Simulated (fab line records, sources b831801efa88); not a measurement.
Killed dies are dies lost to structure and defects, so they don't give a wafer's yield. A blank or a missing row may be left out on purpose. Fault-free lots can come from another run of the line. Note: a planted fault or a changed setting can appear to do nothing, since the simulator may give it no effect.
fab line records	flow gf180mcu
record: lots: 14	wafers: 42	lastDay: 34
route steps=602 shown MIM@511
lots that met no fault: from a run of the same line without faults
startH: start of the lot's first displayed wafer, in hours after the record's first day	waitH: hours since the lot's step before	" repeats the value in the row above	L1.1+2: a single row standing in for several wafers	- no value, or no start was given	* or withheld: withheld	< > ~ a bound
route shown NAME@n: NAME is a module with steps in the file, n the number in the route of the first one	usual: mean/standard deviation of fault-free wafers	same: alike in all rows	chamber/n: place in a boat	sites: per-site readings	_std_site: how widely they spread, as a standard deviation	_edge_site: the outer-site mean with the inner-site mean subtracted	radiusMm: how far each site lies from the wafer's centre	mask NAME#n: copy n	behind: the most recent tool/chamber to have shaped the wafer	hold: why the lot went on hold/how many hours it stayed there/how the hold came to an end	device: which transistor (n, p or np) failed to switch	end of line: the same wafers' tests at the end of the route	a step without rows: its recipe alone	killed: dies lost to structure and defects at the first sort, not the wafer's yield	map: the dies of a wafer, with x for killed, . for not killed, _ for no die there
set.NAME: the setting that was run; set.NAME@STEP: the one run at that earlier step	model.NAME: the simulator's own value behind a step, which no gauge read
one table for each step of the route and one row for each wafer, over a sample of lots
services: the hour from which a tool's chamber was out of use, counted from the record's first day as startH (under 0 if before that day), plus the number of hours and why
== steps ==
step: GF_MIM_SPUTTER_08
recipe: material: AlCu	targetThkNm: 200	powerW: 10600	timeS: 10.6	chamberPressurePa: 0.4
usual: throttleValvePct: 30.1/1.2
same: timeS: 10.6
lot.wafer	tool	chamber	startH	waitH	throttleValvePct
L784.1	pvdSputter-02	-	562.14	0.0	31.6
L784.5	"	-	"	"	29.5
L784.6	"	-	"	"	31.4
L785.2	pvdSputter-02	-	565.64	0.0	29.6
L785.4	"	-	"	"	31.2
L785.6	"	-	"	"	31.4
L788.2	pvdSputter-02	-	594.33	0.0	31.5
L788.3	"	-	"	"	28.4
L788.5	"	-	"	"	29.7
L789.3	pvdSputter-01	-	609.59	0.0	32.6
L789.4	"	-	"	"	28.7
L789.6	"	-	"	"	29.8
L791.2	pvdSputter-01	-	624.16	0.0	29.1
L791.4	"	-	"	"	30.1
L791.5	"	-	"	"	29.8
L792.4	pvdSputter-01	-	629.82	0.0	28.8
L792.5	"	-	"	"	32.5
L792.6	"	-	"	"	29.0
L796.4	pvdSputter-04	-	672.13	0.0	29.4
L796.5	"	-	"	"	29.5
L796.6	"	-	"	"	29.6
L797.3	pvdSputter-01	-	675.40	0.0	28.9
L797.4	"	-	"	"	29.2
L797.5	"	-	"	"	28.9
L798.2	pvdSputter-01	-	677.24	0.0	30.0
L798.3	"	-	"	"	29.5
L798.5	"	-	"	"	30.0
L799.1	pvdSputter-04	-	687.02	0.0	29.5
L799.2	"	-	"	"	30.3
L799.3	"	-	"	"	29.2
L802.1	pvdSputter-04	-	703.42	0.0	29.3
L802.4	"	-	"	"	31.7
L802.6	"	-	"	"	29.6
L805.2	pvdSputter-04	-	714.67	0.0	30.3
L805.5	"	-	"	"	31.8
L805.6	"	-	"	"	29.4
L806.3	pvdSputter-02	-	723.13	0.0	31.6
L806.4	"	-	"	"	29.7
L806.6	"	-	"	"	28.4
L807.3	pvdSputter-01	-	728.03	0.0	29.8
L807.4	"	-	"	"	29.1
L807.5	"	-	"	"	29.1
step: GF_MIM_SPUTTER_09
recipe: material: TiN	targetThkNm: 35	powerW: 6500	timeS: 29.2	chamberPressurePa: 0.4
usual: throttleValvePct: 30.1/1.2
same: timeS: 29.2
lot.wafer	tool	chamber	startH	waitH	throttleValvePct
L784.1	pvdSputter-02	-	562.16	0.0	31.5
L784.5	"	-	"	"	29.7
L784.6	"	-	"	"	31.6
L785.2	pvdSputter-02	-	565.66	0.0	29.6
L785.4	"	-	"	"	31.4
L785.6	"	-	"	"	31.3
L788.2	pvdSputter-02	-	594.35	0.0	31.5
L788.3	"	-	"	"	28.5
L788.5	"	-	"	"	29.7
L789.3	pvdSputter-01	-	609.61	0.0	32.4
L789.4	"	-	"	"	29.2
L789.6	"	-	"	"	29.8
L791.2	pvdSputter-01	-	624.19	0.0	29.3
L791.4	"	-	"	"	30.0
L791.5	"	-	"	"	30.0
L792.4	pvdSputter-01	-	629.84	0.0	28.9
L792.5	"	-	"	"	32.2
L792.6	"	-	"	"	29.2
L796.4	pvdSputter-04	-	672.16	0.0	29.2
L796.5	"	-	"	"	29.3
L796.6	"	-	"	"	29.4
L797.3	pvdSputter-01	-	675.42	0.0	28.7
L797.4	"	-	"	"	29.5
L797.5	"	-	"	"	28.7
L798.2	pvdSputter-01	-	677.27	0.0	29.8
L798.3	"	-	"	"	29.3
L798.5	"	-	"	"	30.1
L799.1	pvdSputter-04	-	687.04	0.0	29.4
L799.2	"	-	"	"	30.3
L799.3	"	-	"	"	29.3
L802.1	pvdSputter-04	-	703.44	0.0	29.5
L802.4	"	-	"	"	31.7
L802.6	"	-	"	"	29.3
L805.2	pvdSputter-04	-	714.69	0.0	30.1
L805.5	"	-	"	"	31.6
L805.6	"	-	"	"	29.5
L806.3	pvdSputter-02	-	723.15	0.0	31.5
L806.4	"	-	"	"	29.9
L806.6	"	-	"	"	28.6
L807.3	pvdSputter-01	-	728.06	0.0	30.1
L807.4	"	-	"	"	29.3
L807.5	"	-	"	"	29.3
step: GF_MIM_THK_MEAS_11
recipe: thkMeasGauge: xrf	reads: AlCu_of_MIM_SPUTTER_08
usual: MIM_ALCU_THK: 200.2/1.9
lot.wafer	tool	chamber	startH	waitH	MIM_ALCU_THK[nm]
L784.1	filmMetro-01	-	562.31	0.1	196.7
L784.5	"	-	"	"	200.1
L784.6	"	-	"	"	195.7
L785.2	filmMetro-02	-	565.82	0.1	198.4
L785.4	"	-	"	"	198.8
L785.6	"	-	"	"	195.7
L788.2	filmMetro-02	-	594.51	0.1	199.5
L788.3	"	-	"	"	198.1
L788.5	"	-	"	"	201.7
L789.3	filmMetro-02	-	609.78	0.1	203.9
L789.4	"	-	"	"	202.5
L789.6	"	-	"	"	202.3
L791.2	filmMetro-01	-	624.35	0.1	198.8
L791.4	"	-	"	"	197.4
L791.5	"	-	"	"	199.8
L792.4	filmMetro-04	-	630.03	0.1	201.5
L792.5	"	-	"	"	202.0
L792.6	"	-	"	"	201.7
L796.4	filmMetro-01	-	672.34	0.1	202.8
L796.5	"	-	"	"	201.5
L796.6	"	-	"	"	201.7
L797.3	filmMetro-02	-	675.60	0.1	200.1
L797.4	"	-	"	"	200.0
L797.5	"	-	"	"	200.8
L798.2	filmMetro-01	-	677.43	0.1	200.5
L798.3	"	-	"	"	199.0
L798.5	"	-	"	"	199.4
L799.1	filmMetro-04	-	687.19	0.1	197.8
L799.2	"	-	"	"	199.6
L799.3	"	-	"	"	199.9
L802.1	filmMetro-04	-	703.60	0.1	197.4
L802.4	"	-	"	"	199.6
L802.6	"	-	"	"	200.7
L805.2	filmMetro-02	-	714.85	0.1	200.8
L805.5	"	-	"	"	198.6
L805.6	"	-	"	"	196.9
L806.3	filmMetro-02	-	723.32	0.1	203.7
L806.4	"	-	"	"	204.2
L806.6	"	-	"	"	203.2
L807.3	filmMetro-04	-	728.28	0.1	199.0
L807.4	"	-	"	"	200.1
L807.5	"	-	"	"	199.5
step: GF_MIM_EXPOSE_16
recipe: maskId: FuseTop	targetCdNm: 2000	na: 0.6	sourceShape: conventional	sigmaOuter: 0.6	doseMj: 140
usual: exposureDoseMJCm2: 140.00/0.14	focusOffsetNm: 0.1/0.53	sigmaOuter: 0.6/0
lot.wafer	tool	chamber	startH	waitH	mask	exposureDoseMJCm2	focusOffsetNm	sigmaOuter
L784.1	ilineStepper-01	0	572.96	-	FuseTop#0	139.68	-0.4	0.6
L784.5	"	0	"	"	FuseTop#0	139.92	0.5	0.6
L784.6	"	0	"	"	FuseTop#0	139.82	-0.4	0.6
L785.2	ilineStepper-02	0	577.09	-	FuseTop#0	140.16	0.4	0.6
L785.4	"	0	"	"	FuseTop#0	140.20	0.0	0.6
L785.6	"	0	"	"	FuseTop#0	140.01	1.0	0.6
L788.2	ilineStepper-01	0	605.03	-	FuseTop#0	139.95	-0.1	0.6
L788.3	"	0	"	"	FuseTop#0	139.89	-0.1	0.6
L788.5	"	0	"	"	FuseTop#0	139.77	-0.2	0.6
L789.3	ilineStepper-01	0	620.09	-	FuseTop#0	139.95	0.5	0.6
L789.4	"	0	"	"	FuseTop#0	139.92	0.4	0.6
L789.6	"	0	"	"	FuseTop#0	140.01	0.4	0.6
L791.2	ilineStepper-01	-	634.08	-	FuseTop#0	-	-	-
L791.4	"	-	"	"	FuseTop#0	-	-	-
L791.5	"	-	"	"	FuseTop#0	-	-	-
L792.4	ilineStepper-02	-	640.42	-	FuseTop#0	-	-	-
L792.5	"	-	"	"	FuseTop#0	-	-	-
L792.6	"	-	"	"	FuseTop#0	-	-	-
L796.4	ilineStepper-02	0	681.56	-	FuseTop#0	139.92	0.0	0.6
L796.5	"	0	"	"	FuseTop#0	139.96	-0.1	0.6
L796.6	"	0	"	"	FuseTop#0	139.90	-0.1	0.6
L797.3	ilineStepper-01	0	685.36	-	FuseTop#0	139.93	0.1	0.6
L797.4	"	0	"	"	FuseTop#0	139.96	-1.1	0.6
L797.5	"	0	"	"	FuseTop#0	139.95	-0.5	0.6
L798.2	ilineStepper-02	0	686.88	-	FuseTop#0	139.79	0.8	0.6
L798.3	"	0	"	"	FuseTop#0	139.76	0.7	0.6
L798.5	"	0	"	"	FuseTop#0	139.68	0.6	0.6
L799.1	ilineStepper-02	0	696.34	-	FuseTop#0	140.05	0.0	0.6
L799.2	"	0	"	"	FuseTop#0	140.07	0.2	0.6
L799.3	"	0	"	"	FuseTop#0	139.96	0.0	0.6
L802.1	ilineStepper-02	0	712.60	-	FuseTop#0	140.00	-0.9	0.6
L802.4	"	0	"	"	FuseTop#0	139.90	-0.3	0.6
L802.6	"	0	"	"	FuseTop#0	140.18	0.2	0.6
L805.2	ilineStepper-02	0	723.55	-	FuseTop#0	139.83	-0.7	0.6
L805.5	"	0	"	"	FuseTop#0	139.90	-0.1	0.6
L805.6	"	0	"	"	FuseTop#0	140.01	-0.5	0.6
L806.3	ilineStepper-02	0	731.94	-	FuseTop#0	139.96	0.5	0.6
L806.4	"	0	"	"	FuseTop#0	140.17	0.3	0.6
L806.6	"	0	"	"	FuseTop#0	140.22	-0.8	0.6
L807.3	ilineStepper-01	0	736.96	-	FuseTop#0	140.09	0.5	0.6
L807.4	"	0	"	"	FuseTop#0	139.93	0.6	0.6
L807.5	"	0	"	"	FuseTop#0	139.79	0.5	0.6
== services ==
tool	chamber	startH	hours	kind
ilineStepper-01	-	557.67	9.3	repair
pvdSputter-01	-	598.81	3.0	repair
ilineStepper-01	-	611.23	1.7	pm
pvdSputter-02	-	616.38	2.8	repair
ilineStepper-02	-	616.57	9.7	repair
pvdSputter-01	-	621.42	2.4	repair
ilineStepper-01	-	638.39	15.9	repair
pvdSputter-02	-	641.09	61.8	repair
ilineStepper-01	-	686.52	23.5	repair
pvdSputter-02	-	713.56	2.4	repair
pvdSputter-02	-	723.96	2.4	repair
ilineStepper-01	-	725.69	1.0	repair
ilineStepper-02	-	730.05	1.7	pm
== key ==
firstSign: step: GF_MIM_EXPOSE_16	reading: toolRecord	direction: missing
effect none on later readings
metAt GF_MIM_EXPOSE_16
struckLots L791,L792
laterRowsLeftOut L791.2,L791.4,L791.5,L792.4,L792.5,L792.6
sortLeftOut L791.2,L791.4,L791.5,L792.4,L792.5,L792.6
notActingAt GF_MIM_SPUTTER_08,GF_MIM_SPUTTER_09,GF_MIM_THK_MEAS_11
onsetBetween 620.09 634.08
fault: kind: skippedStepWhole	tool: ilineStepper-01,ilineStepper-02	chamber: -	onsetH: 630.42	steps: GF_MIM_EXPOSE_16	scope: struckLotsOnly
sortLeftOut: the simulated sort isn't trusted on such a fault, so these wafers' sort isn't shown, and their yield isn't known
laterRowsLeftOut: the simulator's readings of these wafers behind a module that went badly wrong aren't trusted and aren't shown, but for the sort
